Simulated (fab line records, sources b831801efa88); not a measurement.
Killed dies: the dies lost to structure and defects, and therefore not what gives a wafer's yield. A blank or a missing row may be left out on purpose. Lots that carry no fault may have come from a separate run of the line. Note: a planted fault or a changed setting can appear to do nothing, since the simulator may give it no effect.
Split-lot study / flow sfqLine / route with 325 steps; 5 lots, 23 wafers read

== ABOUT THE SPLIT ==
At SFQ_TRILAYER_L0_LITHO_COAT_010 (resist thk 62 nm), the setting resistThkNm was moved away from the recipe's 62 nm on 7 of the 23 wafers read, by -2.4% to +2.1%. The other wafers ran this setting at the recipe's value.

The reading comes from the split's own step.

== THE READING ==
BARC_of_TRILAYER_L0_LITHO_COAT_010.thkNm (the simulator's own value, which no gauge read), in nm, at SFQ_TRILAYER_L0_LITHO_COAT_010 (resist thk 62 nm). There is no usual value for it anywhere in the file. The 16 wafers here that ran the recipe average 61.99 nm, standard deviation 0.12 nm.

wafer=L077.1; tool, chamber at the split=lithoTrack-04, 0; resistThkNm as run, nm=63.13; against the recipe=+1.8%; BARC_of_TRILAYER_L0_LITHO_COAT_010.thkNm, nm=62.97; against lot-mates on the recipe=+1.04
wafer=L077.2; tool, chamber at the split=lithoTrack-04, 0; resistThkNm as run, nm=62; against the recipe=recipe; BARC_of_TRILAYER_L0_LITHO_COAT_010.thkNm, nm=61.88; against lot-mates on the recipe=-
wafer=L077.3; tool, chamber at the split=lithoTrack-04, 0; resistThkNm as run, nm=62; against the recipe=recipe; BARC_of_TRILAYER_L0_LITHO_COAT_010.thkNm, nm=61.99; against lot-mates on the recipe=-
wafer=L077.4; tool, chamber at the split=lithoTrack-04, 0; resistThkNm as run, nm=63.13; against the recipe=+1.8%; BARC_of_TRILAYER_L0_LITHO_COAT_010.thkNm, nm=63.08; against lot-mates on the recipe=+1.15
wafer=L077.5; tool, chamber at the split=lithoTrack-04, 0; resistThkNm as run, nm=62; against the recipe=recipe; BARC_of_TRILAYER_L0_LITHO_COAT_010.thkNm, nm=61.93; against lot-mates on the recipe=-
wafer=L079.1; tool, chamber at the split=lithoTrack-03, 0; resistThkNm as run, nm=63.32; against the recipe=+2.1%; BARC_of_TRILAYER_L0_LITHO_COAT_010.thkNm, nm=63.25; against lot-mates on the recipe=+1.38
wafer=L079.2; tool, chamber at the split=lithoTrack-03, 0; resistThkNm as run, nm=63.32; against the recipe=+2.1%; BARC_of_TRILAYER_L0_LITHO_COAT_010.thkNm, nm=63.22; against lot-mates on the recipe=+1.35
wafer=L079.3; tool, chamber at the split=lithoTrack-03, 0; resistThkNm as run, nm=62; against the recipe=recipe; BARC_of_TRILAYER_L0_LITHO_COAT_010.thkNm, nm=61.82; against lot-mates on the recipe=-
wafer=L079.5; tool, chamber at the split=lithoTrack-03, 0; resistThkNm as run, nm=62; against the recipe=recipe; BARC_of_TRILAYER_L0_LITHO_COAT_010.thkNm, nm=61.89; against lot-mates on the recipe=-
wafer=L079.6; tool, chamber at the split=lithoTrack-03, 0; resistThkNm as run, nm=62; against the recipe=recipe; BARC_of_TRILAYER_L0_LITHO_COAT_010.thkNm, nm=61.9; against lot-mates on the recipe=-
wafer=L080.1; tool, chamber at the split=lithoTrack-01, 0; resistThkNm as run, nm=60.5; against the recipe=-2.4%; BARC_of_TRILAYER_L0_LITHO_COAT_010.thkNm, nm=60.25; against lot-mates on the recipe=-1.67
wafer=L080.2; tool, chamber at the split=lithoTrack-01, 0; resistThkNm as run, nm=62; against the recipe=recipe; BARC_of_TRILAYER_L0_LITHO_COAT_010.thkNm, nm=61.93; against lot-mates on the recipe=-
wafer=L080.3; tool, chamber at the split=lithoTrack-01, 0; resistThkNm as run, nm=62; against the recipe=recipe; BARC_of_TRILAYER_L0_LITHO_COAT_010.thkNm, nm=61.92; against lot-mates on the recipe=-
wafer=L080.4; tool, chamber at the split=lithoTrack-01, 0; resistThkNm as run, nm=60.5; against the recipe=-2.4%; BARC_of_TRILAYER_L0_LITHO_COAT_010.thkNm, nm=60.31; against lot-mates on the recipe=-1.61
wafer=L080.6; tool, chamber at the split=lithoTrack-01, 0; resistThkNm as run, nm=60.5; against the recipe=-2.4%; BARC_of_TRILAYER_L0_LITHO_COAT_010.thkNm, nm=60.44; against lot-mates on the recipe=-1.48
wafer=L081.2; tool, chamber at the split=lithoTrack-04, 0; resistThkNm as run, nm=62; against the recipe=recipe; BARC_of_TRILAYER_L0_LITHO_COAT_010.thkNm, nm=61.96; against lot-mates on the recipe=-
wafer=L081.3; tool, chamber at the split=lithoTrack-04, 0; resistThkNm as run, nm=62; against the recipe=recipe; BARC_of_TRILAYER_L0_LITHO_COAT_010.thkNm, nm=62.19; against lot-mates on the recipe=-
wafer=L081.4; tool, chamber at the split=lithoTrack-04, 0; resistThkNm as run, nm=62; against the recipe=recipe; BARC_of_TRILAYER_L0_LITHO_COAT_010.thkNm, nm=62.17; against lot-mates on the recipe=-
wafer=L081.5; tool, chamber at the split=lithoTrack-04, 0; resistThkNm as run, nm=62; against the recipe=recipe; BARC_of_TRILAYER_L0_LITHO_COAT_010.thkNm, nm=62.23; against lot-mates on the recipe=-
wafer=L081.6; tool, chamber at the split=lithoTrack-04, 0; resistThkNm as run, nm=62; against the recipe=recipe; BARC_of_TRILAYER_L0_LITHO_COAT_010.thkNm, nm=62.09; against lot-mates on the recipe=-
wafer=L083.2; tool, chamber at the split=lithoTrack-01, 0; resistThkNm as run, nm=62; against the recipe=recipe; BARC_of_TRILAYER_L0_LITHO_COAT_010.thkNm, nm=61.97; against lot-mates on the recipe=-
wafer=L083.4; tool, chamber at the split=lithoTrack-01, 0; resistThkNm as run, nm=62; against the recipe=recipe; BARC_of_TRILAYER_L0_LITHO_COAT_010.thkNm, nm=61.96; against lot-mates on the recipe=-
wafer=L083.5; tool, chamber at the split=lithoTrack-01, 0; resistThkNm as run, nm=62; against the recipe=recipe; BARC_of_TRILAYER_L0_LITHO_COAT_010.thkNm, nm=61.94; against lot-mates on the recipe=-

FIT RESULTS
A straight line over all 23 wafers: BARC_of_TRILAYER_L0_LITHO_COAT_010.thkNm changes by +0.635 nm for each +1% of resistThkNm; r = +0.99; the points scatter about the line by 0.12 nm.
The same after taking each lot's own level away (the mean of its wafers on the recipe; 23 wafers): +0.642 nm for each +1%; r = +1.00; scatter 0.067 nm.
According to that fit, moving resistThkNm by its largest amount changes the reading by 1.6 nm.
The lots' own levels span 61.870 to 62.128 nm, that is 2.2 times the standard deviation above.
The two slopes agree, so the slope changes little with the lot-to-lot level.
Check: -1.53 nm against its lot-mates is what the line predicts for one of the wafers moved furthest among these (-2.4%) when that wafer is left out of the fit. It came out at -1.67 nm against them.

== FILE'S OWN FIT ==
BARC_of_TRILAYER_L0_LITHO_COAT_010.thkNm changes by +0.639 nm for each +1% of resistThkNm, r = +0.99.
